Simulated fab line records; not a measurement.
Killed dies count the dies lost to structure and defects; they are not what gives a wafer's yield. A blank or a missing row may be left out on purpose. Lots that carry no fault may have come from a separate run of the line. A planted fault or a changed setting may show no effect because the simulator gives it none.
fab line records -- flow gf180mcu
[record] lots = 13, wafers = 39, last-day = 34
route steps=602 shown NSD@247 SALICIDE@282 CONTACT@289
lots untouched by any fault: they come from a run of this same line in which no faults occurred
start-h: hours from the record's first day to the start of the lot's first wafer shown -- wait-h: time in hours since the lot's previous step -- " repeats the value in the row above -- L1.1+2: a single row standing in for several wafers -- - no value present, or no start provided -- * or withheld: withheld -- < > ~ a bound
route shown NAME@n: a module of which the file shows steps, and the number in the route of the first -- usual: the fault-free wafers' mean and standard deviation -- same: alike in all rows -- chamber/n: place in a boat -- sites: per-site readings -- _std_site: the standard deviation of these -- _edge_site: inner sites' mean taken away from outer sites' mean -- radius-mm: how far each site lies from the wafer's centre -- mask NAME#n: copy n -- behind: the most recent tool/chamber to have shaped the wafer -- hold: cause of the lot's hold/its duration in hours/its outcome -- device: whichever transistor did not switch (one of n, p or np) -- end of line: tests run on the same wafers once the route is complete -- a step with no rows: only its recipe -- killed: the dies lost at the first sort to structure and to defects; this is not the yield of the wafer -- map: dies across one wafer; x = killed, . = not, _ = none there
set.NAME: the setting the step ran with; set.NAME@STEP: the setting that earlier step ran with -- model.NAME: the simulator's own value behind a step, which no gauge read
one table for each step of the route and one row for each wafer, over a sample of lots
services: the hour from which a tool's chamber was out of use, counted from the record's first day as start-h (under 0 if before that day), plus the number of hours and why
[[steps]]
[step GF_NSD_TW_MEAS_12]
[usual] NSD_TW = 4310/52
lot.wafer,tool,chamber,start-h,wait-h,NSD_TW
L971.2,film-metro-01,-,303.63,0.1,4306
L971.4,film-metro-01,-,303.63,0.1,4312
L971.5,film-metro-01,-,303.63,0.1,4318
L973.1,film-metro-01,-,310.27,0.1,4311
L973.3,film-metro-01,-,310.27,0.1,4340
L973.4,film-metro-01,-,310.27,0.1,4321
L972.1,film-metro-03,-,315.12,0.1,4349
L972.2,film-metro-03,-,315.12,0.1,4357
L972.3,film-metro-03,-,315.12,0.1,4338
L974.2,film-metro-01,-,319.23,0.1,4314
L974.5,film-metro-01,-,319.23,0.1,4333
L974.6,film-metro-01,-,319.23,0.1,4297
L975.2,film-metro-01,-,331.23,0.1,4315
L975.3,film-metro-01,-,331.23,0.1,4302
L975.5,film-metro-01,-,331.23,0.1,4266
L979.1,film-metro-03,-,357.37,0.1,4334
L979.3,film-metro-03,-,357.37,0.1,4346
L979.6,film-metro-03,-,357.37,0.1,4340
L983.2,film-metro-03,-,393.83,0.1,4330
L983.3,film-metro-03,-,393.83,0.1,4314
L983.6,film-metro-03,-,393.83,0.1,4311
L985.1,film-metro-03,-,419.95,0.1,4358
L985.5,film-metro-03,-,419.95,0.1,4397
L985.6,film-metro-03,-,419.95,0.1,4349
L988.1,film-metro-03,-,438.01,0.1,4332
L988.5,film-metro-03,-,438.01,0.1,4335
L988.6,film-metro-03,-,438.01,0.1,4339
L990.1,film-metro-03,-,459.01,0.1,4333
L990.2,film-metro-03,-,459.01,0.1,4347
L990.3,film-metro-03,-,459.01,0.1,4326
L991.1,film-metro-03,-,465.82,0.1,4330
L991.5,film-metro-03,-,465.82,0.1,4299
L991.6,film-metro-03,-,465.82,0.1,4320
L993.1,film-metro-03,-,485.42,0.1,4385
L993.2,film-metro-03,-,485.42,0.1,4375
L993.3,film-metro-03,-,485.42,0.1,4373
L994.2,film-metro-01,-,488.23,0.1,4337
L994.3,film-metro-01,-,488.23,0.1,4345
L994.5,film-metro-01,-,488.23,0.1,4355
[step GF_SALICIDE_RS_MEAS_04]
[recipe] thk-meas-gauge = four-point-probe, reads = TiN_of_SALICIDE_SPUTTER_03+Co_of_SALICIDE_SPUTTER_02
[usual] SALICIDE_TIN_RS = 16.8/0.3
lot.wafer,tool,chamber,start-h,wait-h,SALICIDE_TIN_RS[ohm/sq]
L971.2,film-metro-03,-,346.59,0.0,16.9
L971.4,film-metro-03,-,346.59,0.0,16.2
L971.5,film-metro-03,-,346.59,0.0,16.5
L973.1,film-metro-02,-,354.13,0.0,16.7
L973.3,film-metro-02,-,354.13,0.0,16.9
L973.4,film-metro-02,-,354.13,0.0,16.5
L972.1,film-metro-02,-,359.16,0.0,16.8
L972.2,film-metro-02,-,359.16,0.0,16.7
L972.3,film-metro-02,-,359.16,0.0,16.9
L974.2,film-metro-04,-,363.15,0.0,16.4
L974.5,film-metro-04,-,363.15,0.0,17.0
L974.6,film-metro-04,-,363.15,0.0,16.0
L975.2,film-metro-03,-,376.33,0.0,16.7
L975.3,film-metro-03,-,376.33,0.0,16.7
L975.5,film-metro-03,-,376.33,0.0,16.8
L979.1,film-metro-04,-,403.67,0.0,16.9
L979.3,film-metro-04,-,403.67,0.0,16.7
L979.6,film-metro-04,-,403.67,0.0,16.6
L983.2,film-metro-04,-,441.82,0.0,16.9
L983.3,film-metro-04,-,441.82,0.0,16.5
L983.6,film-metro-04,-,441.82,0.0,16.7
L985.1,film-metro-02,-,468.76,0.0,16.5
L985.5,film-metro-02,-,468.76,0.0,16.8
L985.6,film-metro-02,-,468.76,0.0,16.9
L988.1,film-metro-02,-,487.30,0.0,17.3
L988.5,film-metro-02,-,487.30,0.0,17.1
L988.6,film-metro-02,-,487.30,0.0,17.3
L990.1,film-metro-02,-,508.25,0.0,16.0
L990.2,film-metro-02,-,508.25,0.0,16.4
L990.3,film-metro-02,-,508.25,0.0,16.5
L991.1,film-metro-02,-,513.87,0.0,16.8
L991.5,film-metro-02,-,513.87,0.0,16.9
L991.6,film-metro-02,-,513.87,0.0,17.4
L993.1,film-metro-02,-,533.91,0.0,16.5
L993.2,film-metro-02,-,533.91,0.0,16.3
L993.3,film-metro-02,-,533.91,0.0,16.5
L994.2,film-metro-04,-,535.69,0.0,17.1
L994.3,film-metro-04,-,535.69,0.0,17.0
L994.5,film-metro-04,-,535.69,0.0,16.7
[step GF_SALICIDE_RTA_08]
[recipe] temp-c = 800, time-s = 30, ambient = N2
[usual] lamp-power-pct = 18.33/0.12, wafer_temp_C_max = 803.4/1.2
lot.wafer,tool,chamber,start-h,wait-h,lamp-power-pct,wafer_temp_C_max
L971.2,rtp-anneal-02,0,346.95,0.0,18.48,804.2
L971.4,rtp-anneal-02,0,346.95,0.0,18.50,806.3
L971.5,rtp-anneal-02,0,346.95,0.0,18.49,805.1
L973.1,rtp-anneal-02,0,354.51,0.0,18.52,806.0
L973.3,rtp-anneal-02,0,354.51,0.0,18.48,805.3
L973.4,rtp-anneal-02,0,354.51,0.0,18.50,803.6
L972.1,rtp-anneal-02,0,359.54,0.0,18.46,805.1
L972.2,rtp-anneal-02,0,359.54,0.0,18.50,806.1
L972.3,rtp-anneal-02,0,359.54,0.0,18.54,806.2
L974.2,rtp-anneal-01,0,363.52,0.0,18.23,802.9
L974.5,rtp-anneal-01,0,363.52,0.0,18.22,803.5
L974.6,rtp-anneal-01,0,363.52,0.0,18.24,802.6
L975.2,rtp-anneal-02,0,376.70,0.0,18.50,804.3
L975.3,rtp-anneal-02,0,376.70,0.0,18.49,804.9
L975.5,rtp-anneal-02,0,376.70,0.0,18.48,805.0
L979.1,rtp-anneal-01,0,404.04,0.0,18.22,802.6
L979.3,rtp-anneal-01,0,404.04,0.0,18.24,803.4
L979.6,rtp-anneal-01,0,404.04,0.0,18.23,803.0
L983.2,rtp-anneal-01,0,442.19,0.0,18.23,802.7
L983.3,rtp-anneal-01,0,442.19,0.0,18.26,802.2
L983.6,rtp-anneal-01,0,442.19,0.0,18.27,802.5
L985.1,rtp-anneal-02,0,469.14,0.0,18.47,805.2
L985.5,rtp-anneal-02,0,469.14,0.0,18.49,806.0
L985.6,rtp-anneal-02,0,469.14,0.0,18.50,804.0
L988.1,rtp-anneal-02,0,487.77,0.0,18.52,804.1
L988.5,rtp-anneal-02,0,487.77,0.0,18.48,804.2
L988.6,rtp-anneal-02,0,487.77,0.0,18.48,804.1
L990.1,rtp-anneal-01,0,508.63,0.0,18.25,803.3
L990.2,rtp-anneal-01,0,508.63,0.0,18.25,802.1
L990.3,rtp-anneal-01,0,508.63,0.0,18.23,803.2
L991.1,rtp-anneal-01,0,514.24,0.0,18.25,802.8
L991.5,rtp-anneal-01,0,514.24,0.0,18.22,803.3
L991.6,rtp-anneal-01,0,514.24,0.0,18.24,802.2
L993.1,rtp-anneal-02,0,534.29,0.0,18.46,805.4
L993.2,rtp-anneal-02,0,534.29,0.0,18.49,805.6
L993.3,rtp-anneal-02,0,534.29,0.0,18.47,804.2
L994.2,rtp-anneal-01,0,536.06,0.0,18.23,802.3
L994.3,rtp-anneal-01,0,536.06,0.0,18.25,801.4
L994.5,rtp-anneal-01,0,536.06,0.0,18.24,802.4
[step GF_CONTACT_CVD_02]
[recipe] material = SiO2, target-thk-nm = 860, precursor = TEOS, temp-c = 400, time-s = 95.992, rf-w = 600
[usual] heater-power-w = 617/60
lot.wafer,tool,chamber,start-h,wait-h,heater-power-w
L971.2,pecvd-03,0,347.14,0.0,531
L971.4,pecvd-03,0,347.14,0.0,557
L971.5,pecvd-03,1,347.14,0.0,664
L973.1,pecvd-03,1,354.72,0.1,635
L973.3,pecvd-03,0,354.72,0.1,545
L973.4,pecvd-03,0,354.72,0.1,587
L972.1,pecvd-04,0,359.84,0.1,572
L972.2,pecvd-04,1,359.84,0.1,664
L972.3,pecvd-04,2,359.84,0.1,630
L974.2,pecvd-04,1,363.71,0.0,593
L974.5,pecvd-04,0,363.71,0.0,602
L974.6,pecvd-04,1,363.71,0.0,651
L975.2,pecvd-04,1,376.89,0.0,674
L975.3,pecvd-04,0,376.89,0.0,608
L975.5,pecvd-04,2,376.89,0.0,588
L979.1,pecvd-04,1,404.25,0.1,621
L979.3,pecvd-04,0,404.25,0.1,599
L979.6,pecvd-04,1,404.25,0.1,663
L983.2,pecvd-04,2,442.38,0.0,720
L983.3,pecvd-04,1,442.38,0.0,694
L983.6,pecvd-04,1,442.38,0.0,551
L985.1,pecvd-03,2,469.35,0.1,599
L985.5,pecvd-03,1,469.35,0.1,634
L985.6,pecvd-03,2,469.35,0.1,642
L988.1,pecvd-03,1,487.98,0.1,678
L988.5,pecvd-03,1,487.98,0.1,536
L988.6,pecvd-03,0,487.98,0.1,565
L990.1,pecvd-04,1,508.83,0.1,683
L990.2,pecvd-04,0,508.83,0.1,628
L990.3,pecvd-04,1,508.83,0.1,544
L991.1,pecvd-01,2,514.44,0.1,704
L991.5,pecvd-01,0,514.44,0.1,656
L991.6,pecvd-01,2,514.44,0.1,713
L993.1,pecvd-04,0,534.50,0.1,599
L993.2,pecvd-04,1,534.50,0.1,668
L993.3,pecvd-04,2,534.50,0.1,611
L994.2,pecvd-04,0,536.24,0.0,513
L994.3,pecvd-04,1,536.24,0.0,642
L994.5,pecvd-04,1,536.24,0.0,666
[step GF_CONTACT_THK_MEAS_03]
[recipe] reads = SiO2_of_CONTACT_CVD_02
[usual] CONTACT_CVD_02_THK = 862/11
lot.wafer,tool,chamber,start-h,wait-h,CONTACT_CVD_02_THK[nm]
L971.2,film-metro-04,-,347.22,0.0,838
L971.4,film-metro-04,-,347.22,0.0,851
L971.5,film-metro-04,-,347.22,0.0,870
L973.1,film-metro-04,-,354.79,0.0,864
L973.3,film-metro-04,-,354.79,0.0,848
L973.4,film-metro-04,-,354.79,0.0,863
L972.1,film-metro-02,-,359.91,0.0,868
L972.2,film-metro-02,-,359.91,0.0,850
L972.3,film-metro-02,-,359.91,0.0,851
L974.2,film-metro-04,-,363.79,0.0,857
L974.5,film-metro-04,-,363.79,0.0,876
L974.6,film-metro-04,-,363.79,0.0,862
L975.2,film-metro-04,-,376.97,0.0,852
L975.3,film-metro-04,-,376.97,0.0,848
L975.5,film-metro-04,-,376.97,0.0,864
L979.1,film-metro-04,-,404.32,0.0,1609
L979.3,film-metro-04,-,404.32,0.0,1613
L979.6,film-metro-04,-,404.32,0.0,1632
L983.2,film-metro-02,-,442.46,0.0,1614
L983.3,film-metro-02,-,442.46,0.0,1604
L983.6,film-metro-02,-,442.46,0.0,1635
L985.1,film-metro-01,-,469.42,0.0,855
L985.5,film-metro-01,-,469.42,0.0,866
L985.6,film-metro-01,-,469.42,0.0,873
L988.1,film-metro-04,-,488.05,0.0,869
L988.5,film-metro-04,-,488.05,0.0,871
L988.6,film-metro-04,-,488.05,0.0,872
L990.1,film-metro-01,-,508.94,0.1,834
L990.2,film-metro-01,-,508.94,0.1,852
L990.3,film-metro-01,-,508.94,0.1,850
L991.1,film-metro-04,-,514.51,0.0,845
L991.5,film-metro-04,-,514.51,0.0,849
L991.6,film-metro-04,-,514.51,0.0,868
L993.1,film-metro-02,-,534.57,0.0,854
L993.2,film-metro-02,-,534.57,0.0,853
L993.3,film-metro-02,-,534.57,0.0,866
L994.2,film-metro-04,-,536.32,0.0,851
L994.3,film-metro-04,-,536.32,0.0,858
L994.5,film-metro-04,-,536.32,0.0,867
[step GF_CONTACT_CMP_04]
[recipe] material = SiO2, down-force-psi = 4, platen-rpm = 60, pad-velocity-m-s = 0.94248
[usual] edge-zone-pressure-frac = 1.000/0.0052, motor-current-A = 11.7/0.64, time-to-endpoint-s = 111/6
lot.wafer,tool,chamber,start-h,wait-h,edge-zone-pressure-frac,motor-current-A,time-to-endpoint-s
L971.2,cmp-01,3,347.27,0.0,1.010,13.0,96
L971.4,cmp-01,0,347.27,0.0,0.996,11.1,102
L971.5,cmp-01,3,347.27,0.0,0.999,12.3,108
L973.1,cmp-01,2,354.85,0.1,0.999,10.8,113
L973.3,cmp-01,3,354.85,0.1,0.999,13.1,105
L973.4,cmp-01,0,354.85,0.1,1.000,11.3,112
L972.2,cmp-02,2,360.02,0.1,0.996,12.1,109
L972.3,cmp-02,3,360.02,0.1,0.997,11.3,108
L972.1,cmp-02,0,360.02,0.1,0.994,12.0,118
L974.2,cmp-01,1,363.84,0.0,1.010,11.2,114
L974.6,cmp-01,1,363.84,0.0,1.005,11.6,116
L974.5,cmp-01,2,363.84,0.0,0.998,10.9,115
L975.2,cmp-02,2,377.02,0.0,0.995,12.1,110
L975.3,cmp-02,0,377.02,0.0,1.011,12.5,108
L975.5,cmp-02,3,377.02,0.0,0.998,11.3,111
L979.1,cmp-02,3,404.38,0.1,1.000,11.7,394
L979.3,cmp-02,0,404.38,0.1,1.009,12.0,400
L979.6,cmp-02,0,404.38,0.1,1.002,12.0,401
L983.3,cmp-02,1,442.56,0.1,0.993,11.6,380
L983.2,cmp-02,3,442.56,0.1,1.003,11.5,402
L983.6,cmp-02,0,442.56,0.1,0.998,11.4,412
L985.1,cmp-02,2,469.63,0.2,1.002,11.9,111
L985.5,cmp-02,3,469.63,0.2,0.994,12.4,117
L985.6,cmp-02,0,469.63,0.2,0.999,12.3,119
L988.1,cmp-02,1,488.21,0.1,0.991,11.2,113
L988.6,cmp-02,3,488.21,0.1,1.004,12.7,119
L988.5,cmp-02,0,488.21,0.1,1.011,12.4,121
L990.3,cmp-01,0,509.00,0.0,1.010,11.2,105
L990.1,cmp-01,1,509.00,0.0,0.999,11.8,104
L990.2,cmp-01,2,509.00,0.0,1.003,10.7,101
L991.1,cmp-01,1,514.72,0.2,1.001,12.3,111
L991.6,cmp-01,2,514.72,0.2,0.989,11.1,111
L991.5,cmp-01,3,514.72,0.2,1.000,12.5,104
L993.1,cmp-02,1,534.63,0.1,1.003,11.3,104
L993.3,cmp-02,3,534.63,0.1,1.003,11.8,115
L993.2,cmp-02,0,534.63,0.1,0.995,12.3,111
L994.3,cmp-02,3,536.37,0.0,1.013,12.0,117
L994.2,cmp-02,0,536.37,0.0,0.994,11.4,115
L994.5,cmp-02,3,536.37,0.0,1.003,12.1,118
[[services]]
tool,chamber,start-h,hours,kind
cmp-01,-,331.74,4.6,repair
cmp-01,-,332.13,1.2,repair
cmp-02,-,332.82,0.3,repair
cmp-01,-,342.73,2.0,repair
cmp-02,-,346.00,0.7,repair
cmp-02,-,348.70,0.8,repair
cmp-01,-,350.73,0.8,repair
pecvd-03,-,368.88,14.0,pm
pecvd-03,0,368.88,14.0,vent-cycle
cmp-01,-,391.53,5.0,repair
cmp-01,-,401.79,1.7,repair
cmp-01,-,404.00,4.0,pm
cmp-01,-,408.00,-,consumable-replace:conditioner
cmp-01,-,408.00,-,consumable-replace:pad
pecvd-03,-,418.99,2.1,repair
pecvd-01,-,453.99,1.1,repair
rtp-anneal-01,-,463.57,2.8,pm
pecvd-01,-,472.74,2.8,pm
cmp-01,-,476.25,3.7,repair
pecvd-01,1,489.93,9.4,repair
pecvd-04,2,508.46,3.8,repair
cmp-02,-,508.80,2.8,repair
cmp-02,-,512.09,12.3,repair
cmp-01,-,524.47,22.9,pm
[[key]]
[first-sign] step = GF_CONTACT_THK_MEAS_03, reading = CONTACT_CVD_02_THK, direction = up, sigmas = 66, usual = 862, struck = 1618
[effect] step = GF_CONTACT_CMP_04, reading = time-to-endpoint-s, direction = up, sigmas = 48, usual = *, struck = *
met-at GF_CONTACT_CVD_02
struck-lots L979,L983
tester-left-out L979,L983
not-acting-at GF_NSD_TW_MEAS_12,GF_SALICIDE_RS_MEAS_04,GF_SALICIDE_RTA_08
onset-between 376.89 404.25
[fault] kind = process-parameter-drift, tool = pecvd-04, chamber = -, onset-h = 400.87, steps = GF_CONTACT_CVD_02, channel = target-thk-nm, offset = 763.35, shape = step, end-h = 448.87, acts-in = these-recipes-only, stated = 860
// tester-left-out: of these lots the tester's yield and bins aren't shown, on N5 and GAA mostly nor the transistor test; their killed dies are dies lost to structure and defects alone, not to doping, threshold or leakage, so they don't give the yield
